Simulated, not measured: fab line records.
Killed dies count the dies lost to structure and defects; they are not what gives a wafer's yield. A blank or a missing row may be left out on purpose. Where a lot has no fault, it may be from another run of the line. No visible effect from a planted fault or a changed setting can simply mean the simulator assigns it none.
fab line records	flow sky130
record: lots: 6	wafers: 18	lastDay: 50
route steps=708 shown LDD_HVN@274 LDD_HVP@278 LDD_LDN@289 PAD_OPEN@708
lots untouched by any fault: they come from a run of this same line in which no faults occurred
startH: the number of hours between the record's first day and the start of the first shown wafer of the lot	waitH: time in hours since the lot's previous step	" the same as in the row above	L1.1+2: several wafers, shown together as one row	- no value present, or no start provided	* or withheld: withheld	< > ~ a bound
route shown NAME@n: names a module that has steps shown in the file, with the first one's number in the route	usual: mean/standard deviation of fault-free wafers	same: alike in all rows	chamber/n: place in a boat	sites: per-site readings	_std_site: their standard deviation	_edge_site: inner sites' mean taken away from outer sites' mean	radiusMm: for every site, how far away it sits from the centre of the wafer	mask NAME#n: copy n	behind: the tool/chamber that last shaped the wafer	hold: cause of the lot's hold/its duration in hours/its outcome	device: which transistor (n, p or np) failed to switch	end of line: tests run on the same wafers once the route is complete	step lacking rows: just its recipe	killed: count of dies lost to structure and defects at first sort (not the wafer's yield)	map: a wafer's dies, marking killed ones x, the rest . and places with no die _
set.NAME: setting as actually run; set.NAME@STEP: the setting as run at that earlier step	model.NAME: the simulator's own value behind a step, which no gauge read
lots at selected steps of the route; one table per step, one row per wafer
services: when a tool's chamber went out of use (startH, in hours from the record's first day, below 0 if earlier), for how many hours, and the reason
== steps ==
step: SKY_LDD_HVN_OVL_MEAS_07
usual: LDD_HVN_OVL: -0.1/1.5
lot.wafer	tool	chamber	startH	waitH	LDD_HVN_OVL[nm]
L585.2	overlay-01	-	454.82	0.1	0.4
L585.3	"	-	"	"	-0.4
L585.4	"	-	"	"	-1.0
L594.2	overlay-01	-	546.83	0.1	1.1
L594.3	"	-	"	"	0.1
L594.5	"	-	"	"	-0.2
L595.1	overlay-01	-	551.41	0.1	-1.1
L595.2	"	-	"	"	-2.2
L595.4	"	-	"	"	-0.6
L601.1	overlay-01	-	605.22	0.1	0.2
L601.3	"	-	"	"	2.2
L601.6	"	-	"	"	0.5
L605.4	overlay-02	-	631.54	0.1	2.4
L605.5	"	-	"	"	1.5
L605.6	"	-	"	"	1.7
L606.3	overlay-02	-	641.04	0.1	-1.8
L606.4	"	-	"	"	-2.2
L606.6	"	-	"	"	-3.4
step: SKY_LDD_HVN_IMPLANT_08
recipe: species: P	energyKev: 60	doseCm2: 3e+13	tiltDeg: 40
step: SKY_LDD_HVN_STRIP_09
recipe: chemistry: O2/N2	powerW: 1400	pressureMtorr: 1500	platenTempC: withheld	o2FlowSccm: 3000	n2FlowSccm: 300	overashFraction: 0.5
usual: drypumpMotorCurrentA: 5.9/0.36	oesProductAu: 0.409/0.0047	stripTimeToEndpointS: 4.133/0.013
lot.wafer	tool	chamber	startH	waitH	drypumpMotorCurrentA	oesProductAu	rfHoursCounterH	stripTimeToEndpointS
L585.2	plasmaAsher-02	0	455.00	0.1	5.8	0.408	32	4.130
L585.3	"	1	"	"	5.6	0.417	-	4.139
L585.4	"	0	"	"	5.8	0.409	-	4.126
L594.2	plasmaAsher-03	0	547.01	0.1	6.4	0.406	12	4.135
L594.3	"	0	"	"	6.4	0.413	-	4.136
L594.5	"	1	"	"	6.0	0.407	-	4.143
L595.1	plasmaAsher-04	0	551.60	0.1	5.3	0.404	71	4.135
L595.2	"	1	"	"	5.8	0.404	71	4.139
L595.4	"	1	"	"	5.8	0.400	-	4.131
L601.1	plasmaAsher-04	0	605.41	0.1	5.3	0.414	76	4.136
L601.3	"	0	"	"	5.3	0.405	-	4.147
L601.6	"	0	"	"	5.3	0.411	-	4.151
L605.4	plasmaAsher-02	0	631.74	0.1	5.8	0.413	-	4.134
L605.5	"	0	"	"	5.8	0.404	-	4.143
L605.6	"	1	"	"	5.6	0.408	-	4.116
L606.3	plasmaAsher-02	1	641.25	0.1	5.6	0.396	-	4.143
L606.4	"	0	"	"	5.8	0.413	-	4.128
L606.6	"	0	"	"	5.8	0.410	-	4.117
step: SKY_LDD_HVN_TW_MEAS_10
usual: LDD_HVN_TW: 1442/7.3
lot.wafer	tool	chamber	startH	waitH	LDD_HVN_TW
L585.2	filmMetro-01	-	455.11	0.1	1442
L585.3	"	-	"	"	1449
L585.4	"	-	"	"	1443
L594.2	filmMetro-01	-	547.12	0.1	1444
L594.3	"	-	"	"	1445
L594.5	"	-	"	"	1445
L595.1	filmMetro-01	-	551.70	0.1	1453
L595.2	"	-	"	"	1442
L595.4	"	-	"	"	1442
L601.1	filmMetro-04	-	605.51	0.1	1444
L601.3	"	-	"	"	1444
L601.6	"	-	"	"	1456
L605.4	filmMetro-02	-	631.84	0.1	1429
L605.5	"	-	"	"	1439
L605.6	"	-	"	"	1446
L606.3	filmMetro-02	-	641.34	0.1	1440
L606.4	"	-	"	"	1434
L606.6	"	-	"	"	1437
step: SKY_LDD_HVP_DEHYDRATE_00
recipe: tempC: 200	timeS: 60
step: SKY_LDD_HVP_HMDS_01
recipe: primeTimeS: 60	primeTempC: 120
step: SKY_LDD_HVP_COAT_02
recipe: resist: NOVOLAK	spinRpm: 3000	resistThkNm: 300
step: SKY_LDD_HVP_SOFTBAKE_03
recipe: tempC: 90	timeS: 60	resist: NOVOLAK
step: SKY_LDD_HVP_EXPOSE_04
recipe: maskId: HVPTM	na: 0.6	sourceShape: conventional	sigmaOuter: 0.6	polarization: unpolarized	targetCdNm: 700	doseMj: 86
step: SKY_LDD_HVP_PEB_05
recipe: tempC: withheld	timeS: *	resist: NOVOLAK
step: SKY_LDD_HVP_DEVELOP_06
recipe: resist: NOVOLAK	developer: TMAH	developTimeS: 60	devTempC: 23
step: SKY_LDD_HVP_OVL_MEAS_07
usual: LDD_HVP_OVL: 0.1/1.5
lot.wafer	tool	chamber	startH	waitH	LDD_HVP_OVL[nm]
L585.2	overlay-02	-	484.97	0.1	-3.2
L585.3	"	-	"	"	0.3
L585.4	"	-	"	"	-2.7
L594.2	overlay-02	-	576.38	0.1	0.7
L594.3	"	-	"	"	-0.1
L594.5	"	-	"	"	-1.9
L595.1	overlay-02	-	581.63	0.1	0.0
L595.2	"	-	"	"	1.2
L595.4	"	-	"	"	0.4
L601.1	overlay-01	-	635.81	0.1	1.0
L601.3	"	-	"	"	-0.9
L601.6	"	-	"	"	1.8
L605.4	overlay-02	-	660.95	0.1	0.5
L605.5	"	-	"	"	0.1
L605.6	"	-	"	"	1.4
L606.3	overlay-02	-	670.13	0.1	1.3
L606.4	"	-	"	"	-2.3
L606.6	"	-	"	"	0.5
step: SKY_LDD_HVP_IMPLANT_08
recipe: species: B	energyKev: 20	doseCm2: 1.7e+13	tiltDeg: 17.9
usual: beamEnergyKeV: 20.001/0.0061	doseIonsCm2: 1.7001e+13/2.1e+10
lot.wafer	tool	chamber	startH	waitH	beamEnergyKeV	doseIonsCm2	model.implant.rpNm	model.implant.drpNm
L585.2	implanter-02	0	485.03	0.0	20.001	1.7005e+13	62.43	28.53
L585.3	"	0	"	"	20.001	1.7029e+13	62.43	28.53
L585.4	"	0	"	"	19.999	1.7004e+13	62.43	28.53
L594.2	implanter-03	0	576.44	0.0	24.721	1.6989e+13	75.88	35.43
L594.3	"	0	"	"	24.718	1.699e+13	75.88	35.43
L594.5	"	0	"	"	24.722	1.699e+13	75.88	35.43
L595.1	implanter-03	0	581.66	0.0	24.725	1.6972e+13	75.1	35.43
L595.2	"	0	"	"	24.720	1.697e+13	75.1	35.43
L595.4	"	0	"	"	24.734	1.6978e+13	75.1	35.43
L601.1	implanter-04	0	635.85	0.0	19.998	1.7021e+13	62.57	28.53
L601.3	"	0	"	"	20.000	1.701e+13	62.57	28.53
L601.6	"	0	"	"	19.995	1.7004e+13	62.57	28.53
L605.4	implanter-03	0	661.04	0.1	19.998	1.7012e+13	63.13	28.53
L605.5	"	0	"	"	20.004	1.6997e+13	63.13	28.53
L605.6	"	0	"	"	19.999	1.7012e+13	63.13	28.53
L606.3	implanter-02	0	670.20	0.1	19.996	1.701e+13	62.32	28.53
L606.4	"	0	"	"	20.001	1.7024e+13	62.32	28.53
L606.6	"	0	"	"	20.002	1.7006e+13	62.32	28.53
step: SKY_LDD_HVP_STRIP_09
recipe: chemistry: O2/N2	powerW: 1400	pressureMtorr: 1500	platenTempC: withheld	o2FlowSccm: 3000	n2FlowSccm: 300	overashFraction: 0.5
usual: drypumpMotorCurrentA: 5.9/0.41	oesProductAu: 0.409/0.0049	stripTimeToEndpointS: 4.139/0.014
lot.wafer	tool	chamber	startH	waitH	drypumpMotorCurrentA	oesProductAu	rfHoursCounterH	stripTimeToEndpointS
L585.2	plasmaAsher-03	0	485.15	0.1	6.4	0.409	5	4.141
L585.3	"	0	"	"	6.4	0.400	-	4.117
L585.4	"	1	"	"	6.0	0.404	-	4.141
L594.2	plasmaAsher-01	1	576.56	0.1	5.9	0.397	89	4.133
L594.3	"	0	"	"	6.4	0.389	-	4.140
L594.5	"	0	"	"	6.4	0.408	-	4.135
L595.1	plasmaAsher-01	1	581.81	0.1	5.9	0.407	90	4.134
L595.2	"	0	"	"	6.4	0.409	90	4.168
L595.4	"	1	"	"	5.9	0.409	-	4.154
L601.1	plasmaAsher-04	0	636.00	0.1	5.2	0.413	79	4.147
L601.3	"	0	"	"	5.3	0.408	-	4.142
L601.6	"	1	"	"	5.9	0.412	-	4.155
L605.4	plasmaAsher-04	0	661.15	0.1	5.3	0.405	-	4.127
L605.5	"	0	"	"	5.2	0.407	-	4.096
L605.6	"	1	"	"	5.9	0.410	-	4.119
L606.3	plasmaAsher-01	1	670.33	0.1	5.9	0.409	-	4.146
L606.4	"	0	"	"	6.4	0.411	-	4.107
L606.6	"	0	"	"	6.4	0.404	-	4.126
step: SKY_LDD_HVP_TW_MEAS_10
usual: LDD_HVP_TW: 458.3/2.7
lot.wafer	tool	chamber	startH	waitH	LDD_HVP_TW
L585.2	filmMetro-01	-	485.26	0.1	457.9
L585.3	"	-	"	"	456.8
L585.4	"	-	"	"	459.4
L594.2	filmMetro-03	-	576.67	0.1	480.1
L594.3	"	-	"	"	478.9
L594.5	"	-	"	"	478.1
L595.1	filmMetro-02	-	581.91	0.1	479.4
L595.2	"	-	"	"	479.5
L595.4	"	-	"	"	481.8
L601.1	filmMetro-03	-	636.10	0.1	459.2
L601.3	"	-	"	"	457.6
L601.6	"	-	"	"	457.8
L605.4	filmMetro-02	-	661.24	0.1	454.4
L605.5	"	-	"	"	453.5
L605.6	"	-	"	"	457.0
L606.3	filmMetro-03	-	670.42	0.1	460.6
L606.4	"	-	"	"	461.0
L606.6	"	-	"	"	460.1
step: SKY_LDD_LDN_DEHYDRATE_00
recipe: tempC: 200	timeS: 60
step: SKY_PAD_OPEN_PROBE_99
usual: killed_at_M0_to_M3: 44/7.1	killed_at_M4_up: 3.3/1.8	killedAtContacts: 24/5.1	killedAtFrontEnd: 16/4.7	killedAtOther: 0.3/0.52	killedDies: 87/9.7	killedOpen: 47/6.8	killedShort: 39/6.7
same: grossDies: 492	killedAtBackSide: 0
lot.wafer	tool	chamber	startH	waitH	killed_at_M0_to_M3	killed_at_M4_up	killedAtContacts	killedAtFrontEnd	killedAtOther	killedDies	killedOpen	killedShort	model.etest.tip_p_5v.rsOhmSq	model.etest.pfetG5v0d10v5.driveUaUm	model.etest.pfetG5v0d10v5.offLog10AUm	model.etest.pfetG5v0d10v5.vtSatV
L585.2	prober-01	-	1071.28	0.1	41	5	27	15	0	88	61	26	2852	347.1	-12.26	-0.6155
L585.3	prober-01	-	1071.33	0.2	53	5	29	15	0	102	60	42	2860	337.3	-12.67	-0.6532
L585.4	prober-01	-	1071.38	0.2	53	4	33	11	0	101	56	44	2870	339.4	-12.59	-0.6453
L594.2	prober-01	-	1132.46	0.1	42	1	28	16	1	88	56	32	2763	342	-12.55	-0.6164
L594.3	prober-01	-	1132.51	0.2	39	2	28	16	0	85	46	39	2780	345	-12.24	-0.5945
L594.5	prober-01	-	1132.61	0.2	39	9	25	15	0	88	52	36	2758	352.4	-12.41	-0.6006
L595.1	prober-02	-	1134.59	0.1	41	6	20	20	1	88	45	43	2765	348	-11.77	-0.5617
L595.2	prober-02	-	1134.64	0.1	35	2	31	26	0	94	49	45	2744	343	-11.98	-0.5855
L595.4	prober-02	-	1134.74	0.2	35	2	27	18	2	84	61	23	2747	352.2	-11.96	-0.5699
L601.1	prober-01	-	1171.47	0.1	46	5	25	14	0	90	55	35	2826	342.1	-12.57	-0.6359
L601.3	prober-01	-	1171.57	0.2	45	3	31	12	1	92	51	41	2871	342.2	-12.35	-0.6356
L601.6	prober-01	-	1171.72	0.2	52	8	14	10	0	84	42	42	2872	334.6	-12.66	-0.6613
L605.4	prober-02	-	1181.21	0.2	34	3	23	10	0	70	40	30	2846	347.9	-12.51	-0.6297
L605.5	prober-02	-	1181.26	0.2	51	5	26	25	1	108	51	54	2836	354.3	-12.22	-0.6025
L605.6	prober-02	-	1181.31	0.2	47	3	30	15	1	96	55	40	2858	341.1	-12.56	-0.6492
L606.3	prober-01	-	1188.25	0.2	36	3	19	18	0	76	42	34	2839	339.1	-12.43	-0.6321
L606.4	prober-01	-	1188.30	0.2	35	1	26	11	1	74	49	25	2842	338.4	-12.16	-0.5947
L606.6	prober-01	-	1188.40	0.2	50	1	23	11	0	85	40	44	2839	335.8	-12.73	-0.6441
killed by level:class
L585.2 CONTACT:geometricParticle:open=15 VIA2:geometricParticle:open=9 VIA1:geometricParticle:open=8 VIA3:geometricParticle:open=7 FIELD_ISO:geometricParticle:open=5 SPACER:geometricParticle:open=4 METAL2:geometricParticle:short=4 METAL1:geometricParticle:short=4
L585.3 VIA1:geometricParticle:open=16 LI_CONTACT:geometricParticle:open=12 CONTACT:geometricParticle:open=9 METAL2:geometricParticle:short=8 VIA2:geometricParticle:open=7 VIA1:geometricParticle:short=6 METAL1:geometricParticle:short=5 VIA3:geometricParticle:open=5
L585.4 LI_CONTACT:geometricParticle:open=14 CONTACT:geometricParticle:open=11 METAL2:geometricParticle:short=9 VIA1:geometricParticle:open=7 VIA2:geometricParticle:open=7 VIA2:geometricParticle:short=6 FIELD_ISO:geometricParticle:short=4 FIELD_ISO:geometricParticle:open=4
L594.2 VIA1:geometricParticle:open=11 CONTACT:geometricParticle:open=10 VIA2:geometricParticle:open=9 VIA3:geometricParticle:open=9 LI_CONTACT:geometricParticle:open=8 POLY_GATE:geometricParticle:open=5 LOCAL_INTERCONNECT:geometricParticle:short=5 CONTACT:geometricParticle:short=5
L594.3 VIA1:geometricParticle:open=11 LOCAL_INTERCONNECT:geometricParticle:short=8 CONTACT:geometricParticle:open=7 LI_CONTACT:geometricParticle:open=6 POLY_GATE:geometricParticle:open=5 CONTACT:geometricParticle:short=5 VIA3:geometricParticle:open=5 VIA1:geometricParticle:short=4
L594.5 VIA1:geometricParticle:open=11 VIA3:geometricParticle:open=9 VIA2:geometricParticle:open=8 CONTACT:geometricParticle:short=7 LI_CONTACT:geometricParticle:open=6 CONTACT:geometricParticle:open=6 METAL4:geometricParticle:short=5 POLY_GATE:geometricParticle:open=4
L595.1 METAL2:geometricParticle:short=8 POLY_GATE:geometricParticle:open=7 LI_CONTACT:geometricParticle:open=7 CONTACT:geometricParticle:open=7 VIA1:geometricParticle:open=7 VIA3:geometricParticle:open=6 VIA2:geometricParticle:open=6 FIELD_ISO:geometricParticle:short=5
L595.2 CONTACT:geometricParticle:open=11 VIA1:geometricParticle:open=10 FIELD_ISO:geometricParticle:short=8 CONTACT:geometricParticle:short=7 FIELD_ISO:geometricParticle:open=6 POLY_GATE:geometricParticle:short=6 VIA1:geometricParticle:short=6 LI_CONTACT:geometricParticle:open=5
L595.4 CONTACT:geometricParticle:open=11 VIA1:geometricParticle:open=10 LI_CONTACT:geometricParticle:open=8 VIA3:geometricParticle:open=7 FIELD_ISO:geometricParticle:open=5 POLY_GATE:geometricParticle:open=5 METAL1:geometricParticle:open=4 POLY_GATE:geometricParticle:short=3
L601.1 LI_CONTACT:geometricParticle:open=11 VIA1:geometricParticle:open=10 VIA2:geometricParticle:open=9 CONTACT:geometricParticle:open=7 POLY_GATE:geometricParticle:open=5 LOCAL_INTERCONNECT:geometricParticle:short=5 METAL2:geometricParticle:short=5 VIA1:geometricParticle:short=5
L601.3 LI_CONTACT:geometricParticle:open=14 VIA1:geometricParticle:open=14 CONTACT:geometricParticle:open=8 CONTACT:geometricParticle:short=7 METAL1:geometricParticle:short=7 VIA3:geometricParticle:open=6 METAL2:geometricParticle:short=5 VIA3:geometricParticle:short=4
L601.6 VIA1:geometricParticle:open=9 METAL1:geometricParticle:short=7 VIA2:geometricParticle:open=7 LI_CONTACT:geometricParticle:open=6 VIA1:geometricParticle:short=6 VIA3:geometricParticle:open=5 FIELD_ISO:geometricParticle:short=4 METAL1:geometricParticle:open=4
L605.4 CONTACT:geometricParticle:open=13 VIA1:geometricParticle:open=8 METAL2:geometricParticle:short=5 FIELD_ISO:geometricParticle:open=4 LI_CONTACT:geometricParticle:open=4 VIA2:geometricParticle:open=4 METAL3:geometricParticle:short=4 LOCAL_INTERCONNECT:geometricParticle:short=3
L605.5 CONTACT:geometricParticle:open=10 VIA1:geometricParticle:open=9 POLY_GATE:geometricParticle:short=7 POLY_GATE:geometricParticle:open=7 VIA2:geometricParticle:open=7 METAL2:geometricParticle:short=7 LOCAL_INTERCONNECT:geometricParticle:short=6 VIA1:geometricParticle:short=5
L605.6 LI_CONTACT:geometricParticle:open=11 CONTACT:geometricParticle:open=10 METAL2:geometricParticle:short=8 VIA2:geometricParticle:short=8 VIA1:geometricParticle:open=7 FIELD_ISO:geometricParticle:open=6 VIA2:geometricParticle:open=6 CONTACT:geometricParticle:short=4
L606.3 VIA1:geometricParticle:open=10 LI_CONTACT:geometricParticle:open=7 FIELD_ISO:geometricParticle:open=6 CONTACT:geometricParticle:open=5 METAL2:geometricParticle:short=5 FIELD_ISO:geometricParticle:short=4 VIA3:geometricParticle:short=4 POLY_GATE:geometricParticle:open=4
L606.4 CONTACT:geometricParticle:open=12 VIA3:geometricParticle:open=8 VIA1:geometricParticle:open=7 VIA2:geometricParticle:open=7 LI_CONTACT:geometricParticle:open=5 FIELD_ISO:geometricParticle:open=4 METAL2:geometricParticle:short=4 POLY_GATE:geometricParticle:open=3
L606.6 CONTACT:geometricParticle:open=11 VIA2:geometricParticle:open=10 VIA2:geometricParticle:short=7 VIA1:geometricParticle:short=6 METAL2:geometricParticle:short=6 VIA3:geometricParticle:open=6 CONTACT:geometricParticle:short=5 METAL1:geometricParticle:short=5
== services ==
tool	chamber	startH	hours	kind
implanter-02	-	432.74	15.7	pm
implanter-03	-	456.87	3.0	repair
implanter-03	-	464.69	8.4	repair
implanter-04	-	473.88	2.7	repair
implanter-04	-	475.13	15.7	repair
plasmaAsher-01	-	481.92	4.3	repair
plasmaAsher-03	-	483.82	0.5	repair
plasmaAsher-01	-	498.80	8.8	repair
implanter-02	-	502.09	19.0	repair
plasmaAsher-01	-	530.86	14.6	pm
plasmaAsher-03	-	535.53	1.2	repair
plasmaAsher-04	-	550.75	0.4	repair
plasmaAsher-03	-	552.25	15.6	pm
plasmaAsher-04	-	564.62	14.6	pm
implanter-04	-	575.68	0.8	repair
plasmaAsher-03	-	596.08	0.3	repair
plasmaAsher-02	-	597.09	2.9	repair
implanter-02	-	603.02	4.9	pm
implanter-03	-	623.32	2.8	repair
implanter-03	-	630.82	5.2	pm
implanter-02	-	633.74	3.1	pm
plasmaAsher-03	-	642.81	1.4	repair
plasmaAsher-03	-	659.61	1.0	repair
plasmaAsher-04	-	669.30	2.4	repair
== key ==
firstSign: step: SKY_LDD_HVP_IMPLANT_08	reading: beamEnergyKeV	direction: up	sigmas: 99+	usual: *	struck: *
effect: step: SKY_LDD_HVP_TW_MEAS_10	reading: LDD_HVP_TW	direction: up	sigmas: 8	usual: 458.3	struck: 479.6
modelEffect: step: SKY_LDD_HVP_IMPLANT_08	value: implant.rpNm	without: 61.23	struck: 75.49
modelEffect: step: SKY_PAD_OPEN_PROBE_99	value: etest.tip_p_5v.rsOhmSq	without: 2866	struck: 2759
metAt SKY_LDD_HVP_IMPLANT_08
struckWafers L594.2,L594.3,L594.5,L595.1,L595.2,L595.4
testerLeftOut L594,L595
fault: kind: processParameterDrift	tool: implanter-03	chamber: -	onsetH: 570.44	steps: SKY_LDD_HVP_IMPLANT_08	channel: energyKev	offset: *	shape: step	endH: 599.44	actsIn: *	stated: *
testerLeftOut: of these lots the tester's yield and bins aren't shown, on N5 and GAA mostly nor the transistor test; their killed dies are dies lost to structure and defects alone, not to doping, threshold or leakage, so they don't give the yield
